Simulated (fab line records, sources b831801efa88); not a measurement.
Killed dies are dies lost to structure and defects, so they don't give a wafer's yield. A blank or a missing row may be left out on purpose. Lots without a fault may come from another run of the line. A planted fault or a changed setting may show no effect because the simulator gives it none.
Which tool did it? | flow gf180mcu | 11 lots, 33 wafers sampled, at 5 steps of a route of 602

WHAT THE GAUGES READ, wafer by wafer
GF_POLY_GATE_THK_MEAS_17. Usual: POLY_GATE_OXIDATION_THK 3.98 nm, standard deviation 0.094.
lot  | measured     | on            | POLY_GATE_OXIDATION_THK (nm) | flag
L503 | day 9 16:21  | film_metro-02 | 3.94 3.95 3.90               |
L504 | day 9 23:16  | film_metro-01 | 3.84 3.88 3.83               |
L505 | day 10 04:32 | film_metro-01 | 3.85 3.80 3.84               |
L506 | day 10 14:12 | film_metro-01 | 3.95 3.93 3.83               |
L508 | day 11 05:34 | film_metro-02 | 4.02 4.11 4.10               |
L510 | day 12 05:49 | film_metro-01 | 4.15 4.00 4.15               |
L514 | day 13 00:41 | film_metro-01 | 3.98 3.95 3.93               |
L519 | day 14 12:29 | film_metro-04 | 3.88 4.02 3.98               |
L520 | day 14 20:46 | film_metro-01 | 3.96 3.97 3.89               |
L521 | day 15 06:47 | film_metro-01 | 4.03 4.04 4.01               |
L523 | day 15 14:10 | film_metro-01 | 4.01 3.99 3.88               |

GF_HV_LDD_THK_MEAS_55. Usual: HV_LDD_CVD_54_THK 10.01 nm, standard deviation 0.16.
lot  | measured     | on            | HV_LDD_CVD_54_THK (nm) | flag
L503 | day 12 19:58 | film_metro-03 | 10.02 9.92 10.03       |
L504 | day 13 01:31 | film_metro-02 | 10.08 10.14 10.01      |
L505 | day 13 08:10 | film_metro-04 | 10.37 10.33 10.28      |
L506 | day 13 19:46 | film_metro-02 | 10.07 10.14 10.07      |
L508 | day 14 13:01 | film_metro-02 | 9.79 9.82 9.89         |
L510 | day 15 16:07 | film_metro-02 | 10.11 10.10 10.13      |
L514 | day 16 12:45 | film_metro-02 | 9.93 9.92 9.86         |
L519 | day 18 08:02 | film_metro-04 | 9.83 9.85 9.90         |
L520 | day 18 17:38 | film_metro-02 | 9.99 9.81 9.92         |
L521 | day 19 04:37 | film_metro-02 | 10.10 10.09 10.06      |
L523 | day 19 12:16 | film_metro-02 | 10.45 10.40 10.41      |

GF_HV_LDD_THK_MEAS_57. Usual: HV_LDD_CVD_56_THK 89.8 nm, standard deviation 0.78.
lot  | measured     | on            | HV_LDD_CVD_56_THK (nm) | flag
L503 | day 12 21:28 | film_metro-02 | 90.0 90.6 90.8         |
L504 | day 13 03:01 | film_metro-03 | 89.9 89.5 90.0         |
L505 | day 13 09:39 | film_metro-04 | 90.0 89.7 89.3         |
L506 | day 13 21:15 | film_metro-02 | 89.5 90.0 91.0         |
L508 | day 14 14:31 | film_metro-03 | 88.9 89.0 89.6         |
L510 | day 15 17:37 | film_metro-04 | 89.8 89.5 90.1         |
L514 | day 16 14:58 | film_metro-02 | 90.7 90.6 91.2         |
L519 | day 18 10:14 | film_metro-03 | 90.1 89.6 89.3         |
L520 | day 18 19:07 | film_metro-04 | 88.6 89.2 88.8         |
L521 | day 19 07:56 | film_metro-02 | 75.0 75.3 74.4         | OFF
L523 | day 19 14:28 | film_metro-03 | 74.3 74.8 75.3         | OFF

WHICH TOOL RAN EACH LOT (tool, then ch and the chambers of the sampled wafers, then the start)
lot  | GF_VT_IMPLANT_STRIP_42               | GF_HV_LDD_CVD_56
L503 | plasma_asher-04 ch 0,1, day 7 22:02  | lpcvd-01 ch 1, day 12 20:02
L504 | plasma_asher-04 ch 0,1, day 8 01:23  | lpcvd-02 ch 1, day 13 01:35
L505 | plasma_asher-01 ch 0,1, day 8 09:01  | lpcvd-02 ch 0, day 13 08:13
L506 | plasma_asher-02 ch 0,1, day 8 15:02  | lpcvd-02 ch 1, day 13 19:50
L508 | plasma_asher-01 ch 0,1, day 9 04:59  | lpcvd-01 ch 1, day 14 13:04
L510 | plasma_asher-04 ch 0,1, day 10 02:56 | lpcvd-01 ch 1, day 15 16:10
L514 | plasma_asher-02 ch 0,1, day 11 00:21 | lpcvd-02 ch 1, day 16 12:47
L519 | plasma_asher-04 ch 0,1, day 12 06:19 | lpcvd-01 ch 0, day 18 08:04
L520 | plasma_asher-01 ch 0,1, day 12 14:34 | lpcvd-01 ch 0, day 18 17:41
L521 | plasma_asher-04 ch 0,1, day 12 21:24 | lpcvd-02 ch 1, day 19 05:47
L523 | plasma_asher-01 ch 0,1, day 13 07:47 | lpcvd-02 ch 0, day 19 12:20
- GF_VT_IMPLANT_STRIP_42: strips in O2/N2.
- GF_HV_LDD_CVD_56: deposits Si3N4 from DCS/NH3, target thk 90 nm, time 1543 s.

WHAT THE TOOLS THEMSELVES READ (means of the sampled wafers that have a number; where no wafer has one, the mark that the record gives instead)
GF_VT_IMPLANT_STRIP_42. Usual: drypump_motor_current_A 5.5 A, standard deviation 0.58; heater_power_w 329 W, standard deviation 22; oes_product_au 0.716 a.u., standard deviation 0.0047; strip_time_to_endpoint_s 12.64 s, standard deviation 0.031.
lot  | tool            | drypump_motor_current_A (A) | heater_power_w (W) | oes_product_au (a.u.) | strip_time_to_endpoint_s (s) | flag
L503 | plasma_asher-04 | 5.5                         | 296                | 0.718                 | 12.66                        |
L504 | plasma_asher-04 | 5.5                         | 299                | 0.715                 | 12.63                        |
L505 | plasma_asher-01 | 5.3                         | 339                | 0.718                 | 12.64                        |
L506 | plasma_asher-02 | 5.3                         | 322                | 0.716                 | 12.64                        |
L508 | plasma_asher-01 | 5.3                         | 342                | 0.711                 | 12.65                        |
L510 | plasma_asher-04 | 5.5                         | 300                | 0.716                 | 12.60                        |
L514 | plasma_asher-02 | 5.3                         | 319                | 0.715                 | 12.65                        |
L519 | plasma_asher-04 | 5.5                         | 301                | 0.713                 | 12.68                        |
L520 | plasma_asher-01 | 5.7                         | 345                | 0.715                 | 12.67                        |
L521 | plasma_asher-04 | 5.5                         | 303                | 0.715                 | 12.63                        |
L523 | plasma_asher-01 | 5.3                         | 345                | 0.712                 | 12.67                        |

GF_HV_LDD_CVD_56. Usual: spike_tc_bottom_C 792.2 C, standard deviation 2.1; spike_tc_centre_C 770.5 C, standard deviation 1.7; spike_tc_lower_C 770.6 C, standard deviation 1.1; spike_tc_top_C 782.5 C, standard deviation 1.5; spike_tc_upper_C 770.1 C, standard deviation 1.2; susceptor_temp_C 770.1 C, standard deviation 0.3; zone_power_bottom_pct 19.5 %, standard deviation 1.4.
lot  | tool     | spike_tc_bottom_C (C) | spike_tc_centre_C (C) | spike_tc_lower_C (C) | spike_tc_top_C (C) | spike_tc_upper_C (C) | susceptor_temp_C (C) | zone_power_bottom_pct (%) | flag
L503 | lpcvd-01 | 791.7                 | 771.8                 | 771.1                | 784.0              | 770.3                | 769.8                | 21.0                      |
L504 | lpcvd-02 | 790.6                 | 767.9                 | 769.8                | 782.2              | 770.9                | 770.2                | 21.0                      |
L505 | lpcvd-02 | 795.7                 | 772.0                 | 771.0                | 784.6              | 769.5                | 769.9                | 19.1                      |
L506 | lpcvd-02 | 790.0                 | 768.3                 | 770.4                | 781.1              | 770.2                | 770.0                | 21.3                      |
L508 | lpcvd-01 | 790.6                 | 771.3                 | 771.3                | 784.3              | 770.4                | 770.0                | 21.0                      |
L510 | lpcvd-01 | 792.3                 | 771.3                 | 770.8                | 784.5              | 770.6                | 769.7                | 20.9                      |
L514 | lpcvd-02 | 789.9                 | 768.0                 | 769.8                | 782.3              | 772.5                | 770.1                | 21.0                      |
L519 | lpcvd-01 | 793.5                 | 770.8                 | 770.6                | 780.7              | 770.0                | 770.3                | 18.1                      |
L520 | lpcvd-01 | 792.1                 | 770.7                 | 771.3                | 781.5              | 769.6                | 770.2                | 18.1                      |
L521 | lpcvd-02 | 780.0                 | 758.3                 | 761.6                | 773.1              | 761.4                | 760.9                | 20.8                      | OFF
L523 | lpcvd-02 | 785.4                 | 762.6                 | 760.6                | 774.9              | 760.0                | 760.9                | 18.3                      | OFF

THE ANSWER, worked out from the rows above alone
Rule: a lot is off if the mean of its wafers that have a number lies more than 3 standard deviations from the usual mean. A lot without any number at a reading at which 4 lots or more have one is off too. The other lots that the step has rows for count as sound. The gauges are gone through in route order, then the tools' own readings, and for those a lot's mean is taken as printed above. The first step at which some lot is off is used, and at that step the reading that is off furthest; a lot without a number counts as furthest.
Off: L521, L523, at GF_HV_LDD_THK_MEAS_57 (HV_LDD_CVD_56_THK).
A tool fits if, at a process step before that reading, it ran every lot that is off, and no sound lot after the first of them. The gauges at GF_HV_LDD_THK_MEAS_57 aren't tried: what is off there is off at GF_HV_LDD_CVD_56 too, on other tools, and a gauge's error can't cause that. One fits: lpcvd-02 at GF_HV_LDD_CVD_56. Its last sound lot is L514 (day 16 12:47), its first lot that is off L521 (day 19 05:47): a fault that began between those two fits.
The tool's own readings at GF_HV_LDD_CVD_56 bear it out: on the lots that are off they differ by more than 5 times the standard deviation of the sound lots' means. spike_tc_bottom_C reads 782.7 C there against 791.8 C on the sound lots; spike_tc_centre_C reads 760.5 C there against 770.2 C on the sound lots; spike_tc_lower_C reads 761.1 C there against 770.7 C on the sound lots; spike_tc_top_C reads 774.0 C there against 782.8 C on the sound lots; spike_tc_upper_C reads 760.7 C there against 770.4 C on the sound lots; susceptor_temp_C reads 760.9 C there against 770.0 C on the sound lots.

WHAT THE SIMULATOR HAD PUT IN
Process parameter drift: lpcvd-02, from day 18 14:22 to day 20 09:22, at GF_HV_LDD_CVD_56. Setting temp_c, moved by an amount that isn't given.
Lots struck among those shown: L521, L523. The rule above found the same.
